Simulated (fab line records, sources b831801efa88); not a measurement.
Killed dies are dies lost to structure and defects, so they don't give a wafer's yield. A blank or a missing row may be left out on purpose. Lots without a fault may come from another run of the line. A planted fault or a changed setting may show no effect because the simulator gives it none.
Chamber matching | flow gf180mcu | GF_CONTACT_CMP_04 on cmp-01: 4 sister chambers
The step polishes SiO2. 4 wafers are shown with their chamber, then 9 later ones without.

WAFERS WITH THEIR CHAMBER
wafer  | chamber | motor_current_A (A)
L840.4 | 0       | 10.1
L842.2 | 3       | 11.1
L842.3 | 2       | 12.0
L842.4 | 1       | 10.6

WAFERS WITHOUT THEIR CHAMBER
wafer  | motor_current_A (A)
L845.1 | 11.4
L845.4 | 9.9
L845.6 | 10.2
L846.1 | 10.2
L846.5 | 11.1
L846.6 | 12.2
L856.1 | 10.7
L856.3 | 11.6
L856.6 | 10.3

WHICH CHAMBER EACH WENT THROUGH
wafer  | from the rows above     | in truth
L845.1 | can't be placed: 3 or 2 | 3
L845.4 | 0                       | 0
L845.6 | can't be placed: 0 or 1 | 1
L846.1 | can't be placed: 0 or 1 | 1
L846.5 | 3                       | 3
L846.6 | 2                       | 2
L856.1 | can't be placed: 1 or 3 | 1
L856.3 | can't be placed: 2 or 3 | 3
L856.6 | can't be placed: 0 or 1 | 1
Placed correctly: 3 of 9. Can't be placed from these rows: 6 (the true chamber is among the candidates in 6). Placed wrongly: 0.
How it was worked out, from the rows above alone: a wafer's distance from a chamber is the root of the sum, over the readings, of the square of ((its reading less the chamber's mean) divided by the reading's scatter). The wafer belongs to the nearest chamber; if the next one is less than 2 further off, it can't be placed. A chamber's mean is the mean of its shown wafers. The scatter: with one shown wafer a chamber, the root of the mean of the squares of how far each hidden wafer lies from its nearest shown one.
